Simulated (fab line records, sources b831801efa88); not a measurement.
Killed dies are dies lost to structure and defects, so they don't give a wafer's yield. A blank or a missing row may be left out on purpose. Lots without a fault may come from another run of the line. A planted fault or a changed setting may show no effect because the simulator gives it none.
fab line records | flow sky130
record lots=6 wafers=18 last_day=50
route steps=708 shown METAL1@446 VIA1@458 METAL2@483 PAD_OPEN@708
lots that met no fault: from a run of the same line without faults
start_h: hours from the record's first day to the start of the lot's first wafer shown | wait_h: hours since the lot's step before | " the same as in the row above | L1.1+2: a row that stands for several wafers | - no value, or no start given | * or withheld: withheld | < > ~ a bound
route shown NAME@n: a module of which the file shows steps, and the number in the route of the first | usual: mean/standard deviation of fault-free wafers | same: alike in all rows | chamber/n: place in a boat | sites: the reading at each site | _std_site: their standard deviation | _edge_site: outer sites' mean less inner sites' | radius_mm: how far each site lies from the wafer's centre | mask NAME#n: copy n | behind: the tool/chamber that last shaped the wafer | hold: why the lot was held/for how many hours/how that ended | device: the transistor (n, p or np) that didn't switch | end of line: the same wafers' tests at the end of the route | a step without rows: its recipe alone | killed: dies lost to structure and defects at the first sort, not the wafer's yield | map: a wafer's dies, x killed, . not, _ none there
set.NAME: the setting as run; set.NAME@STEP: as run at that earlier step | model.NAME: the simulator's own value behind a step, which no gauge read
lots at some steps of the route; a table a step, a row a wafer
services: from which hour (start_h, from the record's first day; less than 0 if before it) a tool's chamber was out of use, for how many hours, and why
## steps
# step SKY_METAL1_EXPOSE_12
# recipe mask_id=MM1 na=0.8 source_shape=annular sigma_inner=0.55 sigma_outer=0.85 target_cd_nm=140 dose_mj=28
# step SKY_METAL1_PEB_13
# recipe peb_temp_c=withheld peb_time_s=withheld resist=KrF-thick
# step SKY_METAL1_DEVELOP_14
# recipe develop_time_s=60 resist=KrF-thick dev_temp_c=21
# step SKY_METAL1_CD_MEAS_15
# recipe target_cd_nm=140
# usual cd_nm=139.7/1.2
# columns lot.wafer tool chamber start_h wait_h cd_nm
L799.2 cd_sem-01 - 796.15 - 138.7
L799.5 " - " " 138.2
L799.6 " - " " 140.2
L803.1 cd_sem-02 - 818.58 - 140.1
L803.4 " - " " 139.7
L803.6 " - " " 140.1
L806.1 cd_sem-01 - 849.70 - 138.9
L806.4 " - " " 140.0
L806.6 " - " " 139.5
L811.1 cd_sem-01 - 908.56 - 139.7
L811.2 " - " " 141.0
L811.3 " - " " 138.6
L815.1 cd_sem-02 - 917.03 - 138.9
L815.2 " - " " 138.5
L815.5 " - " " 139.0
L816.2 cd_sem-02 - 924.38 - 138.8
L816.3 " - " " 139.6
L816.6 " - " " 140.6
# step SKY_METAL1_OVL_MEAS_16
# usual METAL1_OVL=-2/5.5
# columns lot.wafer tool chamber start_h wait_h METAL1_OVL[nm]
L799.2 overlay-02 - 796.26 0.1 -3
L799.5 " - " " -10
L799.6 " - " " -5
L803.1 overlay-01 - 818.70 0.1 -11
L803.4 " - " " -14
L803.6 " - " " -8
L806.1 overlay-01 - 849.82 0.1 -8
L806.4 " - " " -1
L806.6 " - " " -10
L811.1 overlay-01 - 908.68 0.1 7
L811.2 " - " " 2
L811.3 " - " " 5
L815.1 overlay-01 - 917.15 0.1 3
L815.2 " - " " 12
L815.5 " - " " 0
L816.2 overlay-01 - 924.48 0.1 3
L816.3 " - " " 2
L816.6 " - " " 2
# step SKY_METAL1_DESCUM_17
# recipe chemistry=O2 source_power_w=150 bias_power_w=0 pressure_mtorr=10 temp_c=40 time_s=8
# step SKY_METAL1_ETCH_18
# recipe chemistry=N2/H2 target=BARC ion_energy_ev=200 bias_w=100 pressure_mtorr=30 n2_flow_sccm=100 h2_flow_sccm=200 icp_w=500 stop_on=SiO2 time_s=45.9 target_depth_a=600
# step SKY_METAL1_METAL_ETCH_19
# recipe target_depth_a=3600 stop_on=SiO2 over_etch_frac=0.3 time_s=78 chemistry=Cl2/BCl3 resist_sidewall_deg=88 pressure_mtorr=10 icp_w=900 bias_w=48.5 Cl2_flow_sccm=60 bcl3_flow_sccm=30
# usual drypump_motor_current_A=5.7/0.38 oes_product_au=0.854/0.0058 rf_fwd_power_W=894/3.1 throttle_valve_pct=22.265/0.0095
# same over_etch_frac=0.3
# columns lot.wafer tool chamber start_h wait_h drypump_motor_current_A oes_product_au rf_fwd_power_W rf_hours_counter_h throttle_valve_pct
L799.2 rie_metal-04 0 796.38 0.0 5.7 0.847 899 2 22.261
L799.5 " 1 " " 5.2 0.858 892 - 22.277
L799.6 " 0 " " 5.7 0.858 896 - 22.262
L803.1 rie_metal-02 0 818.83 0.0 6.3 0.855 894 6 22.259
L803.4 " 1 " " 5.7 0.855 897 - 22.260
L803.6 " 1 " " 5.7 0.861 900 - 22.269
L806.1 rie_metal-01 1 849.96 0.0 6.0 0.855 895 8 22.277
L806.4 " 0 " " 5.3 0.843 887 - 22.261
L806.6 " 0 " " 5.4 0.857 893 - 22.272
L811.1 rie_metal-04 0 908.81 0.0 5.7 0.858 898 6 22.268
L811.2 " 1 " " 5.2 0.850 893 8 22.281
L811.3 " 0 " " 5.7 0.861 899 - 22.265
L815.1 rie_metal-04 1 917.28 0.0 5.2 0.854 892 8 22.254
L815.2 " 0 " " 5.7 0.859 896 6 22.258
L815.5 " 1 " " 5.2 0.860 892 - 22.261
L816.2 rie_metal-02 0 924.61 0.0 6.3 0.851 892 11 22.256
L816.3 " 1 " " 5.8 0.850 892 - 22.269
L816.6 " 1 " " 5.8 0.854 895 - 22.252
# step SKY_METAL1_STRIP_20
# recipe chemistry=O2/N2 power_w=1400 pressure_mtorr=1500 platen_temp_c=withheld o2_flow_sccm=3000 n2_flow_sccm=300 overash_fraction=0.5
# step SKY_METAL1_STRIP_21
# recipe chemistry=post_etch_residue_remover time_s=1200 temp_c=72.5
# step SKY_METAL1_CLEAN_22
# recipe chemistry=IPA time_s=180 temp_c=25
# step SKY_METAL1_CLEAN_23
# recipe chemistry=O3/DIW dry=n2_spin
# step SKY_VIA1_HDPCVD_00
# recipe material=SiO2 target_thk_nm=1030 sigma_open_frac=0.3 time_s=171.7 temp_c=400 sih4_flow_sccm=60 pressure_mtorr=6
# columns lot.wafer tool chamber start_h wait_h
L799.2+5+6 hdpcvd-02 0,2,1 797.13 0.0
L803.1+4+6 hdpcvd-01 0,0,2 819.56 0.0
L806.1+4+6 hdpcvd-02 2,1,2 850.68 0.0
L811.1+2+3 hdpcvd-01 1,0,2 909.84 0.0
L815.1+2+5 hdpcvd-01 1,2,1 917.97 0.0
L816.2+3+6 hdpcvd-02 0,2,0 925.35 0.0
# step SKY_VIA1_THK_MEAS_01
# recipe reads=SiO2_of_VIA1_HDPCVD_00
# usual VIA1_HDPCVD_THK=1021/17
# columns lot.wafer tool chamber start_h wait_h VIA1_HDPCVD_THK[nm]
L799.2 film_metro-02 - 797.26 0.1 997
L799.5 " - " " 1017
L799.6 " - " " 1016
L803.1 film_metro-02 - 819.67 0.1 1033
L803.4 " - " " 1042
L803.6 " - " " 1046
L806.1 film_metro-01 - 850.79 0.1 1009
L806.4 " - " " 1023
L806.6 " - " " 1017
L811.1 film_metro-02 - 909.95 0.1 1012
L811.2 " - " " 1029
L811.3 " - " " 1040
L815.1 film_metro-02 - 918.08 0.1 1022
L815.2 " - " " 1051
L815.5 " - " " 1035
L816.2 film_metro-03 - 925.47 0.1 1002
L816.3 " - " " 1016
L816.6 " - " " 998
# step SKY_VIA1_CMP_02
# recipe material=SiO2 down_force_psi=4 platen_rpm=60 pad_velocity_m_s=0.94248
# usual motor_current_A=11.9/1.4 retaining_ring_pressure_frac=1.000/0.0052
# columns lot.wafer tool chamber start_h wait_h motor_current_A retaining_ring_pressure_frac
L799.2 cmp-02 1 797.64 0.4 10.2 1.011
L799.5 " 1 " " 10.6 1.008
L799.6 " 2 " " 12.1 0.997
L803.1 cmp-02 0 819.78 0.1 10.8 0.997
L803.4 " 2 " " 11.7 0.998
L803.6 " 3 " " 12.1 0.998
L806.1 cmp-02 3 850.95 0.1 10.6 1.002
L806.4 " 0 " " 10.7 0.999
L806.6 " 1 " " 10.4 0.998
L811.3 cmp-02 1 910.01 0.0 10.6 1.004
L811.1 " 2 " " 11.8 1.002
L811.2 " 0 " " 11.2 1.000
L815.1 cmp-02 3 918.14 0.1 11.5 0.998
L815.2 " 0 " " 11.2 1.004
L815.5 " 3 " " 11.9 0.989
L816.3 cmp-01 1 925.52 0.0 12.2 0.997
L816.2 " 3 " " 14.3 0.998
L816.6 " 1 " " 12.1 0.995
# step SKY_VIA1_BOW_MEAS_03
# recipe mode=bow
# usual VIA1_BOW=80/7
# columns lot.wafer tool chamber start_h wait_h VIA1_BOW[um]
L799.2 film_metro-02 - 797.96 0.3 87
L799.5 " - " " 84
L799.6 " - " " 78
L803.1 film_metro-01 - 820.03 0.2 88
L803.4 " - " " 75
L803.6 " - " " 74
L806.1 film_metro-03 - 851.15 0.1 57
L806.4 " - " " 75
L806.6 " - " " 71
L811.1 film_metro-01 - 910.31 0.2 101
L811.2 " - " " 85
L811.3 " - " " 89
L815.1 film_metro-01 - 918.44 0.2 79
L815.2 " - " " 75
L815.5 " - " " 70
L816.2 film_metro-01 - 925.84 0.2 97
L816.3 " - " " 79
L816.6 " - " " 90
# step SKY_VIA1_DEHYDRATE_04
# recipe temp_c=200 time_s=60
# step SKY_VIA1_HMDS_05
# recipe prime_time_s=60 prime_temp_c=120
# step SKY_VIA1_COAT_06
# recipe resist=BARC temp_c=withheld time_s=withheld spin_rpm=3000 resist_thk_nm=60
# step SKY_VIA1_COAT_07
# recipe resist=KrF-thick spin_rpm=3000 resist_thk_nm=450
# step SKY_VIA1_SOFTBAKE_08
# recipe temp_c=100 time_s=90 resist=KrF-thick
# step SKY_VIA1_EXPOSE_09
# recipe mask_id=VIM na=0.8 source_shape=annular sigma_inner=0.55 sigma_outer=0.85 target_cd_nm=150 dose_mj=38
# step SKY_VIA1_PEB_10
# recipe peb_temp_c=withheld peb_time_s=withheld resist=KrF-thick
# step SKY_VIA1_DEVELOP_11
# recipe develop_time_s=60 resist=KrF-thick dev_temp_c=21
# step SKY_VIA1_CD_MEAS_12
# recipe target_cd_nm=150
# usual cd_nm=149.9/1.9
# columns lot.wafer tool chamber start_h wait_h cd_nm
L799.2 cd_sem-01 - 825.15 - 151.6
L799.5 " - " " 150.6
L799.6 " - " " 150.6
L803.1 cd_sem-01 - 846.60 - 151.1
L803.4 " - " " 151.8
L803.6 " - " " 151.2
L806.1 cd_sem-02 - 877.00 - 147.6
L806.4 " - " " 147.7
L806.6 " - " " 147.3
L811.1 cd_sem-02 - 935.27 - 149.1
L811.2 " - " " 149.7
L811.3 " - " " 147.5
L815.1 cd_sem-01 - 943.28 - 152.2
L815.2 " - " " 150.4
L815.5 " - " " 152.3
L816.2 cd_sem-02 - 950.27 - 147.4
L816.3 " - " " 146.8
L816.6 " - " " 148.1
# step SKY_VIA1_OVL_MEAS_13
# usual VIA1_OVL=1/6.2
# columns lot.wafer tool chamber start_h wait_h VIA1_OVL[nm]
L799.2 overlay-02 - 825.26 0.1 2
L799.5 " - " " -6
L799.6 " - " " -3
L803.1 overlay-02 - 846.72 0.1 2
L803.4 " - " " -5
L803.6 " - " " 0
L806.1 overlay-01 - 877.12 0.1 1
L806.4 " - " " 4
L806.6 " - " " 5
L811.1 overlay-02 - 935.39 0.1 7
L811.2 " - " " 22
L811.3 " - " " 9
L815.1 overlay-01 - 943.40 0.1 -4
L815.2 " - " " 0
L815.5 " - " " -6
L816.2 overlay-01 - 950.38 0.1 4
L816.3 " - " " 14
L816.6 " - " " 9
# step SKY_VIA1_ETCH_14
# recipe chemistry=N2/H2 target=BARC ion_energy_ev=200 source_w=500 bias_w=100 pressure_mtorr=30 n2_flow_sccm=100 h2_flow_sccm=200 stop_on=SiO2 time_s=45.9 target_depth_a=600
# step SKY_VIA1_ETCH_15
# recipe target=SiO2 chemistry=C4F8/O2/Ar target_depth_nm=351 stop_on=TiN mask_material=KrF-thick source_w=1500 bias_w=1200 pressure_mtorr=40 c4f8_flow_sccm=withheld O2_flow_sccm=6 Ar_flow_sccm=300 time_s=54
# step SKY_VIA1_STRIP_16
# recipe chemistry=O2/N2 power_w=1400 pressure_mtorr=1500 platen_temp_c=withheld o2_flow_sccm=3000 n2_flow_sccm=300 overash_fraction=0.5
# usual drypump_motor_current_A=5.45/0.14 oes_product_au=0.415/0.0044 strip_time_to_endpoint_s=4.446/0.025
# columns lot.wafer tool chamber start_h wait_h drypump_motor_current_A oes_product_au rf_hours_counter_h strip_time_to_endpoint_s
L799.2 plasma_asher-01 1 825.38 0.0 5.18 0.412 41 4.443
L799.5 " 1 " " 5.23 0.429 - 4.446
L799.6 " 0 " " 5.46 0.405 - 4.440
L803.1 plasma_asher-04 0 846.85 0.0 5.71 0.413 10 4.471
L803.4 " 1 " " 5.38 0.415 - 4.469
L803.6 " 1 " " 5.38 0.415 - 4.430
L806.1 plasma_asher-04 1 877.25 0.0 5.40 0.416 13 4.478
L806.4 " 0 " " 5.66 0.417 - 4.452
L806.6 " 1 " " 5.41 0.418 - 4.479
L811.1 plasma_asher-02 0 935.52 0.0 5.49 0.419 79 4.446
L811.2 " 1 " " 5.54 0.416 79 4.498
L811.3 " 0 " " 5.44 0.411 - 4.440
L815.1 plasma_asher-01 1 943.53 0.0 5.22 0.417 52 4.476
L815.2 " 0 " " 5.46 0.417 52 4.406
L815.5 " 0 " " 5.49 0.410 - 4.442
L816.2 plasma_asher-01 1 950.50 0.0 5.27 0.414 52 4.451
L816.3 " 1 " " 5.26 0.421 - 4.478
L816.6 " 0 " " 5.47 0.411 - 4.452
# step SKY_VIA1_STRIP_17
# recipe chemistry=post_etch_residue_remover time_s=1200 temp_c=72.5
# step SKY_VIA1_CLEAN_18
# recipe chemistry=IPA time_s=180 temp_c=25
# step SKY_VIA1_CLEAN_19
# recipe chemistry=O3/DIW dry=n2_spin
# step SKY_VIA1_SPUTTER_20
# recipe material=TiN target_thk_nm=20 chamber_pressure_pa=5 power_w=4000 time_s=80
# step SKY_VIA1_CVD_21
# recipe material=W target_thk_nm=270 time_s=80.902 temp_c=400 pressure_torr=40
# usual heater_power_w=938/100
# columns lot.wafer tool chamber start_h wait_h heater_power_w
L799.2 cvd_w-02 0 826.03 0.0 1093
L799.5 " 1 " " 901
L799.6 " 0 " " 1075
L803.1 cvd_w-02 1 847.50 0.0 887
L803.4 " 0 " " 1067
L803.6 " 0 " " 1078
L806.1 cvd_w-02 1 877.90 0.0 889
L806.4 " 0 " " 1071
L806.6 " 1 " " 882
L811.1 cvd_w-01 1 936.17 0.0 849
L811.2 " 0 " " 713
L811.3 " 1 " " 863
L815.1 cvd_w-01 0 944.18 0.0 751
L815.2 " 1 " " 878
L815.5 " 1 " " 866
L816.2 cvd_w-02 1 951.17 0.0 873
L816.3 " 1 " " 879
L816.6 " 0 " " 1060
# step SKY_VIA1_RS_MEAS_22
# recipe thk_meas_gauge=four-point-probe reads=W_of_VIA1_CVD_21+TiN_of_VIA1_SPUTTER_20
# usual VIA1_W_RS=0.426/0.0066
# columns lot.wafer tool chamber start_h wait_h VIA1_W_RS[ohm/sq]
L799.2 film_metro-03 - 826.14 0.1 0.433
L799.5 " - " " 0.421
L799.6 " - " " 0.435
L803.1 film_metro-02 - 847.59 0.1 0.420
L803.4 " - " " 0.430
L803.6 " - " " 0.435
L806.1 film_metro-01 - 877.99 0.1 0.425
L806.4 " - " " 0.431
L806.6 " - " " 0.428
L811.1 film_metro-02 - 936.26 0.1 0.421
L811.2 " - " " 0.424
L811.3 " - " " 0.428
L815.1 film_metro-03 - 944.27 0.1 0.422
L815.2 " - " " 0.420
L815.5 " - " " 0.418
L816.2 film_metro-03 - 951.28 0.1 0.420
L816.3 " - " " 0.421
L816.6 " - " " 0.422
# step SKY_VIA1_THK_MEAS_23
# recipe thk_meas_gauge=xrf reads=W_of_VIA1_CVD_21
# usual VIA1_W_THK=262/4.3
# columns lot.wafer tool chamber start_h wait_h VIA1_W_THK[nm]
L799.2 film_metro-03 - 826.25 0.1 257
L799.5 " - " " 262
L799.6 " - " " 254
L803.1 film_metro-02 - 847.71 0.1 268
L803.4 " - " " 260
L803.6 " - " " 256
L806.1 film_metro-01 - 878.11 0.1 266
L806.4 " - " " 263
L806.6 " - " " 263
L811.1 film_metro-02 - 936.38 0.1 263
L811.2 " - " " 262
L811.3 " - " " 256
L815.1 film_metro-03 - 944.39 0.1 264
L815.2 " - " " 264
L815.5 " - " " 267
L816.2 film_metro-03 - 951.39 0.1 264
L816.3 " - " " 265
L816.6 " - " " 264
# step SKY_VIA1_CMP_24
# recipe stop_on=SiO2 t_overpolish_s=15 down_force_psi=3.5 platen_rpm=60 target_thk_nm=0 pad_velocity_m_s=0.94248
# step SKY_METAL2_SPUTTER_00
# recipe material=Ti target_thk_nm=15 power_w=3000 time_s=10 chamber_pressure_pa=0.4
# step SKY_METAL2_SPUTTER_01
# recipe material=TiN target_thk_nm=20 power_w=6500 time_s=16.7 chamber_pressure_pa=0.4
# step SKY_METAL2_SPUTTER_02
# recipe material=AlCu target_thk_nm=250 power_w=10600 time_s=13.3 chamber_pressure_pa=0.4
# step SKY_METAL2_SPUTTER_03
# recipe material=Ti target_thk_nm=5 power_w=3000 time_s=3.3 chamber_pressure_pa=0.4
# usual throttle_valve_pct=30.0/0.67
# columns lot.wafer tool chamber start_h wait_h throttle_valve_pct
L799.2 pvd_sputter-04 - 826.67 0.0 29.2
L799.5 " - " " 29.6
L799.6 " - " " 29.2
L803.1 pvd_sputter-03 - 848.14 0.0 29.3
L803.4 " - " " 30.4
L803.6 " - " " 30.1
L806.1 pvd_sputter-03 - 878.54 0.0 29.6
L806.4 " - " " 30.6
L806.6 " - " " 29.7
L811.1 pvd_sputter-01 - 936.81 0.0 29.6
L811.2 " - " " 30.1
L811.3 " - " " 30.0
L815.1 pvd_sputter-03 - 944.83 0.0 29.7
L815.2 " - " " 30.4
L815.5 " - " " 30.3
L816.2 pvd_sputter-01 - 951.81 0.0 29.7
L816.3 " - " " 29.5
L816.6 " - " " 30.9
# step SKY_METAL2_SPUTTER_04
# recipe material=TiN target_thk_nm=70 power_w=6500 time_s=58.3 chamber_pressure_pa=0.4
# step SKY_PAD_OPEN_PROBE_99
# usual defect_limited_yield=82.6/1.8 killed_at_M0_to_M3=44/6.9 killed_at_M4_up=3.2/1.8 killed_at_contacts=23/5.2 killed_at_front_end=15/4.5 killed_at_other=0.3/0.56 killed_dies=85/8.8 killed_open=47/6.7 killed_short=39/6.4 sort_bin_3_pad_short=0.8/0.4 sort_bin_5_function=10.2/1.3 sort_bin_6_memory=6.4/1.1 sort_n_pass=407/8.8 sort_yield_pct=82.6/1.8
# same gross_dies=492 killed_at_back_side=0 sort_bin_4_leakage[%]=0 sort_bin_8_speed[%]=0
# columns lot.wafer tool chamber start_h wait_h defect_limited_yield[%] killed_at_M0_to_M3 killed_at_M4_up killed_at_contacts killed_at_front_end killed_at_other killed_dies killed_open killed_short sort_bin_3_pad_short[%] sort_bin_5_function[%] sort_bin_6_memory[%] sort_n_pass sort_yield_pct[%] model.etest.tester.sort_n_pass model.etest.tester.sort_yield_pct model.etest.tester.sort_bin_5_pct model.etest.tester.sort_bin_3_pct
L799.2 prober-02 - 1102.88 0.1 82.5 49 5 18 14 0 86 47 39 0.2 9.8 7.5 406 82.5 406 82.52 9.756 0.2033
L799.5 prober-02 - 1103.03 0.2 84.6 45 1 12 18 0 76 49 27 1.2 8.5 5.7 416 84.6 416 84.55 8.537 1.22
L799.6 prober-02 - 1103.08 0.2 81.7 41 2 31 16 0 90 48 42 0.2 12.8 5.3 402 81.7 402 81.71 12.8 0.2033
L803.1 prober-01 - 1117.30 0.1 83.3 40 5 16 20 1 82 42 40 0.8 9.3 6.5 410 83.3 410 83.33 9.35 0.813
L803.4 prober-01 - 1117.45 0.2 82.3 45 2 18 21 1 87 53 34 1.0 8.9 7.7 405 82.3 405 82.32 8.943 1.016
L803.6 prober-01 - 1117.55 0.2 85.2 34 4 16 19 0 73 36 37 0.6 9.6 4.7 419 85.2 419 85.16 9.553 0.6098
L806.1 prober-01 - 1140.53 0.1 82.7 45 3 19 18 0 85 52 33 0.8 10.4 6.1 407 82.7 407 82.72 10.37 0.813
L806.4 prober-01 - 1140.68 0.2 83.1 48 2 25 8 0 83 30 53 0.8 8.9 7.1 409 83.1 409 83.13 8.943 0.813
L806.6 prober-01 - 1140.78 0.2 84.8 37 1 19 18 0 75 33 42 0.6 7.5 7.1 417 84.8 417 84.76 7.52 0.6098
L811.1 prober-01 - 1181.26 0.1 81.1 61 5 19 8 0 93 39 40 2.0 10.8 6.1 399 81.1 399 81.1 10.77 2.033
L811.2 prober-01 - 1181.31 0.1 77.8 79 0 21 9 0 109 46 27 2.2 14.6 5.3 383 77.8 383 77.85 14.63 2.236
L811.3 prober-01 - 1181.36 0.2 75.8 79 4 23 12 1 119 42 31 2.8 15.4 5.9 373 75.8 373 75.81 15.45 2.846
L815.1 prober-01 - 1185.83 0.1 79.7 45 1 23 31 0 100 47 36 2.4 10.6 7.3 392 79.7 392 79.67 10.57 2.439
L815.2 prober-01 - 1185.88 0.1 74.6 85 3 17 20 0 125 40 34 3.7 16.1 5.7 367 74.6 367 74.59 16.06 3.659
L815.5 prober-01 - 1186.03 0.2 81.1 48 5 26 14 0 93 36 40 2.6 11.2 5.1 399 81.1 399 81.1 11.18 2.642
L816.2 prober-01 - 1189.56 0.1 79.9 48 7 23 21 0 99 66 33 0.6 11.2 8.3 393 79.9 393 79.88 11.18 0.6098
L816.3 prober-01 - 1189.61 0.2 82.7 50 3 14 18 0 85 39 46 1.2 11.0 5.1 407 82.7 407 82.72 10.98 1.22
L816.6 prober-01 - 1189.76 0.2 85.4 24 1 21 25 1 72 36 36 0.4 7.9 6.3 420 85.4 420 85.37 7.927 0.4065
# killed by level:class
L799.2 VIA2:geometric_particle:open=10 CONTACT:geometric_particle:open=8 VIA3:geometric_particle:open=8 METAL1:geometric_particle:short=6 VIA1:geometric_particle:open=6 VIA3:geometric_particle:short=5 FIELD_ISO:geometric_particle:open=4 POLY_GATE:geometric_particle:open=4
L799.5 VIA2:geometric_particle:open=9 VIA1:geometric_particle:open=9 VIA3:geometric_particle:open=9 FIELD_ISO:geometric_particle:open=5 CONTACT:geometric_particle:open=5 VIA3:geometric_particle:short=4 VIA1:geometric_particle:short=4 METAL2:geometric_particle:short=4
L799.6 CONTACT:geometric_particle:open=10 CONTACT:geometric_particle:short=9 VIA1:geometric_particle:open=7 LI_CONTACT:geometric_particle:open=6 VIA3:geometric_particle:open=6 POLY_GATE:geometric_particle:short=5 VIA2:geometric_particle:open=5 FIELD_ISO:geometric_particle:open=4
L803.1 VIA1:geometric_particle:open=13 VIA3:geometric_particle:open=7 FIELD_ISO:geometric_particle:open=5 POLY_GATE:geometric_particle:short=5 METAL4:geometric_particle:short=5 FIELD_ISO:geometric_particle:short=4 POLY_GATE:geometric_particle:open=4 CONTACT:geometric_particle:short=4
L803.4 VIA1:geometric_particle:open=11 VIA3:geometric_particle:open=9 CONTACT:geometric_particle:open=7 POLY_GATE:geometric_particle:open=6 LI_CONTACT:geometric_particle:open=6 FIELD_ISO:geometric_particle:short=5 VIA1:geometric_particle:short=5 METAL2:geometric_particle:short=5
L803.6 VIA3:geometric_particle:open=6 VIA1:geometric_particle:open=5 FIELD_ISO:geometric_particle:short=4 POLY_GATE:geometric_particle:short=4 LI_CONTACT:geometric_particle:short=4 LI_CONTACT:geometric_particle:open=4 VIA2:geometric_particle:open=4 VIA3:geometric_particle:short=4
L806.1 VIA1:geometric_particle:open=10 VIA2:geometric_particle:open=10 CONTACT:geometric_particle:open=9 VIA3:geometric_particle:open=6 POLY_GATE:geometric_particle:short=5 LI_CONTACT:geometric_particle:open=5 VIA2:geometric_particle:short=5 FIELD_ISO:geometric_particle:open=4
L806.4 VIA1:geometric_particle:open=10 CONTACT:geometric_particle:open=9 VIA1:geometric_particle:short=8 METAL2:geometric_particle:short=7 LOCAL_INTERCONNECT:geometric_particle:short=6 VIA3:geometric_particle:short=6 METAL1:geometric_particle:short=5 FIELD_ISO:geometric_particle:short=4
L806.6 METAL2:geometric_particle:short=7 POLY_GATE:geometric_particle:short=6 VIA1:geometric_particle:open=6 CONTACT:geometric_particle:open=5 VIA3:geometric_particle:open=4 POLY_GATE:geometric_particle:open=4 LOCAL_INTERCONNECT:geometric_particle:short=4 VIA1:geometric_particle:short=4
L811.1 VIA1:unspecified=14 CONTACT:geometric_particle:open=14 METAL1:geometric_particle:short=10 VIA2:geometric_particle:open=8 VIA1:geometric_particle:open=6 VIA3:geometric_particle:open=6 VIA1:geometric_particle:short=4 VIA2:geometric_particle:short=4
L811.2 VIA1:unspecified=36 VIA1:geometric_particle:open=13 CONTACT:geometric_particle:open=12 METAL1:geometric_particle:short=6 VIA2:geometric_particle:open=6 VIA3:geometric_particle:open=5 LI_CONTACT:geometric_particle:open=4 VIA1:geometric_particle:short=4
L811.3 VIA1:unspecified=46 VIA3:geometric_particle:open=10 LI_CONTACT:geometric_particle:open=7 VIA1:geometric_particle:open=7 CONTACT:geometric_particle:short=6 LOCAL_INTERCONNECT:geometric_particle:short=5 CONTACT:geometric_particle:open=5 FIELD_ISO:geometric_particle:short=4
L815.1 VIA1:unspecified=17 FIELD_ISO:geometric_particle:open=9 FIELD_ISO:geometric_particle:short=7 POLY_GATE:geometric_particle:open=7 LI_CONTACT:geometric_particle:open=7 CONTACT:geometric_particle:open=6 METAL1:geometric_particle:short=5 VIA1:geometric_particle:open=5
L815.2 VIA1:unspecified=51 VIA2:geometric_particle:open=9 POLY_GATE:geometric_particle:open=8 CONTACT:geometric_particle:open=8 VIA1:geometric_particle:open=6 POLY_GATE:geometric_particle:short=5 VIA3:geometric_particle:open=4 CONTACT:geometric_particle:short=4
L815.5 VIA1:unspecified=17 CONTACT:geometric_particle:open=9 LI_CONTACT:geometric_particle:open=8 FIELD_ISO:geometric_particle:short=7 VIA1:geometric_particle:open=7 METAL2:geometric_particle:short=5 VIA3:geometric_particle:short=4 VIA2:geometric_particle:short=4
L816.2 VIA1:geometric_particle:open=20 CONTACT:geometric_particle:open=10 VIA3:geometric_particle:open=7 LOCAL_INTERCONNECT:geometric_particle:short=7 POLY_GATE:geometric_particle:open=6 VIA2:geometric_particle:open=6 POLY_GATE:geometric_particle:short=5 FIELD_ISO:geometric_particle:open=4
L816.3 VIA1:geometric_particle:open=14 VIA1:geometric_particle:short=9 POLY_GATE:geometric_particle:open=8 CONTACT:geometric_particle:open=6 FIELD_ISO:geometric_particle:short=5 METAL2:geometric_particle:short=5 METAL1:geometric_particle:short=5 CONTACT:geometric_particle:short=4
L816.6 POLY_GATE:geometric_particle:short=8 CONTACT:geometric_particle:open=7 LOCAL_INTERCONNECT:geometric_particle:short=6 VIA3:geometric_particle:open=6 FIELD_ISO:geometric_particle:short=5 FIELD_ISO:geometric_particle:open=4 METAL1:geometric_particle:short=4 VIA1:geometric_particle:open=4
# map L811.3 (x killed, . not)
__________..xx......_________
________.x......x....._______
______.......x...x......_____
_____...x...........x....____
____..x...........x......x___
___.....x..........x.......__
__.x.........x...x........x._
_x.xxx.x......xx....x........
_.....xx.x...x...xx........x.
_...xx.......................
_x.........x.......x.x.......
_....xx..........x.x.x.......
_......x.......x....x.......x
_..x.x..x.x.x.....x.......x..
_.....xx..x...............x..
__.....x...x...x.....x......_
___..xx..x.xx.xxx..........__
____x.......xxxxxx.xx....x___
_____......xxxxxxxxx.....____
______x.x.xxxxxxxxxxx..._____
________...xxxxxxxx.x._______
__________..xxxxxxxx_________
# map L815.2 (x killed, . not)
__________.........._________
________.............._______
______...xx..x...x......_____
_____..................x.____
____.x......x....x...x...x___
___x....x.........x.x......__
__xx..............xx...x...._
_.x............x.........x..x
_...x...x...x.......x....x..x
_..........xx.x...x..........
_..x.x...x.....x.........x..x
_....x....x.......x...x....x.
_...xx.....x..........x......
_........x......x............
_............xx.xx.......x..x
__xx......x..xxx........x..._
___.....x...xx.x..x..x...x.__
____xx....x.xxxxxxxx....x.___
_____.....xxxxxxxx.xx....____
______.xx.xxxxxxxxxxx..._____
________.xxxxxxxxxxx.._______
__________xxxxxxxxx._________
## services
# columns tool chamber start_h hours kind
hdpcvd-01 - 775.99 1.2 repair
plasma_asher-02 - 783.97 15.6 pm
cmp-01 - 793.44 4.8 pm
rie_metal-01 - 798.41 1.7 repair
cvd_w-01 1 801.00 8.2 repair
cmp-01 - 818.53 6.7 repair
plasma_asher-04 - 823.87 14.6 pm
plasma_asher-02 - 827.59 2.8 pm
hdpcvd-01 - 828.78 0.6 repair
rie_metal-04 0 831.62 8.0 repair
rie_metal-01 - 843.10 0.1 repair
cvd_w-01 - 844.09 6.0 pm
plasma_asher-01 - 854.19 14.6 pm
cvd_w-01 0 859.38 13.3 repair
rie_metal-04 - 860.55 1.4 pm
cvd_w-02 - 872.42 1.5 repair
pvd_sputter-01 - 887.25 4.3 repair
hdpcvd-02 0 891.10 6.0 repair
cvd_w-01 - 904.00 14.0 pm
cmp-02 - 911.44 1.6 repair
cmp-02 - 913.07 4.0 pm
cmp-02 - 917.07 - consumable_replace:conditioner
hdpcvd-02 - 928.87 1.3 repair
hdpcvd-02 - 950.25 15.0 pm
## key
first_sign step=SKY_PAD_OPEN_PROBE_99 reading=sort_bin_3_pad_short direction=up sigmas=4.5 usual=0.8 struck=2.6
effect step=SKY_PAD_OPEN_PROBE_99 reading=killed_at_M0_to_M3 direction=up sigmas=3.3 usual=44 struck=66 wafers_moved=5
model_effect step=SKY_PAD_OPEN_PROBE_99 value=etest.tester.sort_n_pass without=412.2 struck=385.5
met_at SKY_VIA1_HDPCVD_00
struck_wafers L811.1,L811.2,L811.3,L815.1,L815.2,L815.5
onset_between 819.56 909.84
also_fits SKY_METAL1_METAL_ETCH_19:rie_metal-04,SKY_VIA1_CMP_02:cmp-02,SKY_VIA1_CVD_21:cvd_w-01
fault kind=chamber_particle_source tool=hdpcvd-01 chamber=- onset_h=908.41 steps=SKY_VIA1_HDPCVD_00 rate_per_visit_cm2=1.4799 end_h=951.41
